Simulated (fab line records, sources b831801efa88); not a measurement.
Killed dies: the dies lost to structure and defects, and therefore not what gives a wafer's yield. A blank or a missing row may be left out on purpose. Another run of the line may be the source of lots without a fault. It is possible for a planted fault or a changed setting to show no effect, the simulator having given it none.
What tool caused it?	flow sfq-line	42 wafers from 15 lots sampled at 3 of the route's 325 steps

== WHAT THE GAUGES SHOWED, per wafer ==
SFQ_JJ_OVL_MEAS_931.
lot	measured	on	J5_OVL (nm)
L537	day 41 05:49	overlay-02	2 -2 3
L538	day 41 09:25	overlay-02	-4 -1 -3
L539	day 41 11:49	overlay-02	-2 2 -6
L540	day 41 20:01	overlay-01	4 1 3
L546	day 43 09:13	overlay-01	-5 5
L548	day 44 10:26	overlay-02	-1 1
L549	day 45 04:27	overlay-02	-4 7
L550	day 45 11:39	overlay-02	1 -5 -6
L552	day 45 20:02	overlay-02	11 4 2
L553	day 45 23:39	overlay-02	-4 1 -2
L554	day 46 10:28	overlay-01	-5 -8 -8
L555	day 46 18:53	overlay-01	3 -3 -4
L557	day 47 06:53	overlay-02	-4 -4 -3
L558	day 47 15:17	overlay-02	-5 -1 -2
L559	day 47 18:54	overlay-02	-12 -6 -6

SFQ_M5_OVL_MEAS_932.
lot	measured	on	M5_OVL (nm)
L537	day 46 03:21	overlay-01	-1 -11 -3
L538	day 46 06:57	overlay-02	-6 -11 -5
L539	day 46 10:06	overlay-02	-15 -10 -1
L540	day 46 16:06	overlay-02	-10 0 0
L546	day 48 03:54	overlay-02	-4 -1
L548	day 48 23:12	overlay-02	-11 -14
L549	day 49 14:48	overlay-02	1 -6
L550	day 49 22:00	overlay-02	-2 -4 -5
L552	day 50 08:48	overlay-02	-2 7 -3
L553	day 50 12:24	overlay-02	-1 8 -6
L554	day 50 20:49	overlay-02	-1 0 -14
L555	day 51 02:48	overlay-02	-2 -10 2
L557	day 51 12:24	overlay-02	-4 -12 -13
L558	day 51 22:00	overlay-02	-6 -11 -6
L559	day 52 01:37	overlay-02	-3 4 -5

== EACH LOT AND THE TOOL THAT RAN IT (in order: tool; ch and the chambers of the sampled wafers; start) ==
lot	SFQ_TRILAYER_M4_STRIP_STRIP_097
L537	rie-metal-01 ch 0,1, day 34 06:43
L538	rie-metal-01 ch 0, day 34 09:07
L539	rie-metal-04 ch 0,1, day 34 10:19
L540	rie-metal-04 ch 0,1, day 34 17:19
L546	rie-metal-04 ch 0,1, day 35 23:53
L548	rie-metal-04 ch 0,1, day 36 14:26
L549	rie-metal-04 ch 0,1, day 36 16:50
L550	rie-metal-04 ch 0,1, day 37 03:38
L552	rie-metal-01 ch 0,1, day 37 14:26
L553	rie-metal-04 ch 0,1, day 37 20:26
L554	rie-metal-01 ch 0,1, day 38 01:26
L555	rie-metal-01 ch 0,1, day 38 08:30
L557	rie-metal-04 ch 0,1, day 39 02:26
L558	rie-metal-02 ch 1, day 39 04:50
L559	rie-metal-01 ch 0,1, day 39 08:38
- SFQ_TRILAYER_M4_STRIP_STRIP_097: strips in O2.

== WHAT THE TOOLS THEMSELVES READ (means of the sampled wafers that have a number; where no wafer has one, the mark that the record gives instead) ==
SFQ_TRILAYER_M4_STRIP_STRIP_097.
lot	tool	drypump-motor-current-A (A)	oes-product-au (a.u.)	platen-temp-c (C)
L537	rie-metal-01	5.5	0.997	40.10
L538	rie-metal-01	5.0	1.000	40.15
L539	rie-metal-04	5.9	1.002	39.93
L540	rie-metal-04	5.9	1.010	39.97
L546	rie-metal-04	5.9	1.014	39.96
L548	rie-metal-04	5.9	1.011	39.91
L549	rie-metal-04	5.9	1.013	39.95
L550	rie-metal-04	5.9	1.022	39.92
L552	rie-metal-01	5.3	1.015	39.97
L553	rie-metal-04	5.9	1.026	39.97
L554	rie-metal-01	5.3	1.008	39.90
L555	rie-metal-01	5.6	1.010	39.78
L557	rie-metal-04	5.9	1.014	40.05
L558	rie-metal-02	5.6	0.983	39.92
L559	rie-metal-01	5.6	1.007	40.06

== THE ANSWER, worked out from the rows above alone ==
Rule: what is usual is taken from the lots themselves. Put in order of their means at a reading, lots are off if they are a third of the lots or fewer, leave a main group of 4 or more, and stand apart from it by a gap of 3 or more times the standard deviation of the main group's means; of several such gaps the widest counts. A main group is skipped when, at the precision printed for the reading in the tables above, its means are all equal. Also off: a lot with no number at a reading for which 4 or more lots have one. Any other lot the step has rows for is counted as sound. First the gauges in route order, then the tools' own readings, where a lot's mean is used as printed above. At the first step where some lot is off, the reading lying furthest off is the one used; lots without a number count as furthest.
Across all readings shown, no lot is off: no conclusion can be drawn from this.

== WHAT THE SIMULATOR HAD INSERTED ==
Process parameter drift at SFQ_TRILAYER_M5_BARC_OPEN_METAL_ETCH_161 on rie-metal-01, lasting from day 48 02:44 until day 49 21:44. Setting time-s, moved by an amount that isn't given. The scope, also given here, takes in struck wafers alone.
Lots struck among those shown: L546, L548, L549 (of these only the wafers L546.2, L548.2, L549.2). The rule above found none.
